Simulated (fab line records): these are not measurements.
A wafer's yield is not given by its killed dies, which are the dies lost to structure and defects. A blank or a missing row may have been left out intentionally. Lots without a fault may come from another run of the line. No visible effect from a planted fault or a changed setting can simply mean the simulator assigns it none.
A struck lot beside a sound one + flow sfq line + 14 steps out of a route of 325
Sound: wafers L380.1, L380.3, L380.4. Struck: wafer L384.2 (left out: L384.3, L384.4 of the same lot, which were not struck); the cause appears at the end.
Order at every step that has rows: each side's tool, ch and its chambers, its first start. Under that, the readings that differ: sound wafers + struck wafers + difference of the means + sigmas: that difference in standard deviations of wafers without a fault.
alike: words and numbers the same on both sides, and readings whose means are apart by under 2 such deviations; not compared: readings that were withheld, readings missing a value for some wafer, numbers with overlapping values and no deviation given by the record, and bounds like >300 which may hide the same value.
The two part at a step that has a row with sigmas, a row that says differs or no value, or rows on one side only. When numbers do not overlap yet have no deviation, they are printed without sigmas and do not part them. A reading missing from all wafers of one side parts the sides only when that side holds two or more wafers.

SFQ_INCOMING_BOW_MEAS_900:
  struck on film metro-02, day 5 09:01; sound on film metro-03, day 4 13:00
  alike: INCOMING_BOW
then, 1 step without rows for these wafers: SFQ_TRILAYER_INCOMING_OXIDATION_002 (target thk 500 nm, ox time 4939 s).
SFQ_TRILAYER_L0_DEP_SPUTTER_003: material MoNx KI, target thk 40 nm, time 100 s.
  struck on pvd sputter-05, day 5 11:29; sound on pvd sputter-06, day 4 15:29
  alike: chamber pressure pa, throttle valve pct
SFQ_L0_RS_MEAS_901: measures by four-point-probe.
  struck on film metro-03, day 5 11:35; sound on film metro-04, day 4 15:34
  alike: L0_MONX_KI_RS
SFQ_L0_THK_MEAS_902: measures by xrf.
  struck on film metro-03, day 5 11:41; sound on film metro-04, day 4 15:41
  alike: L0_MONX_KI_THK
then, 1 step without rows for these wafers: SFQ_TRILAYER_L0_LITHO_COAT_010 (resist thk 62 nm).
SFQ_TRILAYER_L0_LITHO_COAT_005: resist thk 600 nm.
  sound on litho track-04 ch 0, day 4 16:20; struck on litho track-02 ch 0, day 5 12:05
| reading                                             | sound             | struck | difference | sigmas |
|-----------------------------------------------------|-------------------|--------|------------|--------|
| model.KrF_of_TRILAYER_L0_LITHO_COAT_005.thk nm (nm) | 600.8 601.6 600.9 | 576    | -25        |        |
then, 4 steps without rows for these wafers: SFQ_TRILAYER_L0_LITHO_SOFTBAKE_009; SFQ_TRILAYER_L0_LITHO_EXPOSE_006 (exposes mask L0, target cd 2000 nm); SFQ_TRILAYER_L0_LITHO_PEB_008 (peb time 60 s); SFQ_TRILAYER_L0_LITHO_DEVELOP_007 (time 60 s).
SFQ_TRILAYER_L0_BARC_OPEN_METAL_ETCH_010: etches BARC in O2, target depth 125 nm, time 41.7 s.
  sound on rie metal-01 ch 0,1, day 5 08:50; struck on rie metal-02 ch 1, day 6 01:38
  alike: drypump motor current A, oes product au
  not compared: rf hours counter h
SFQ_TRILAYER_L0_ETCH_METAL_ETCH_008: etches MoNx KI in SF6/O2, stops on SiO2, target depth 50 nm, time 25 s.
  sound on rie metal-01 ch 0,1, day 5 08:54; struck on rie metal-02 ch 1, day 6 01:42
| reading                                             | sound             | struck | difference | sigmas |
|-----------------------------------------------------|-------------------|--------|------------|--------|
| model.KrF_of_TRILAYER_L0_LITHO_COAT_005.thk nm (nm) | 482.7 482.5 482.7 | 457.3  | -25.3      |        |
  alike: drypump motor current A, oes product au
  not compared: rf hours counter h
SFQ_TRILAYER_L0_STRIP_STRIP_009: strips in O2.
  sound on rie metal-01 ch 0,1, day 5 08:56; struck on rie metal-02 ch 1, day 6 01:44
  alike: drypump motor current A, oes product au
  not compared: rf hours counter h

## WHERE THEY PART
Nowhere in this record.

WHY: whatever the simulator had introduced
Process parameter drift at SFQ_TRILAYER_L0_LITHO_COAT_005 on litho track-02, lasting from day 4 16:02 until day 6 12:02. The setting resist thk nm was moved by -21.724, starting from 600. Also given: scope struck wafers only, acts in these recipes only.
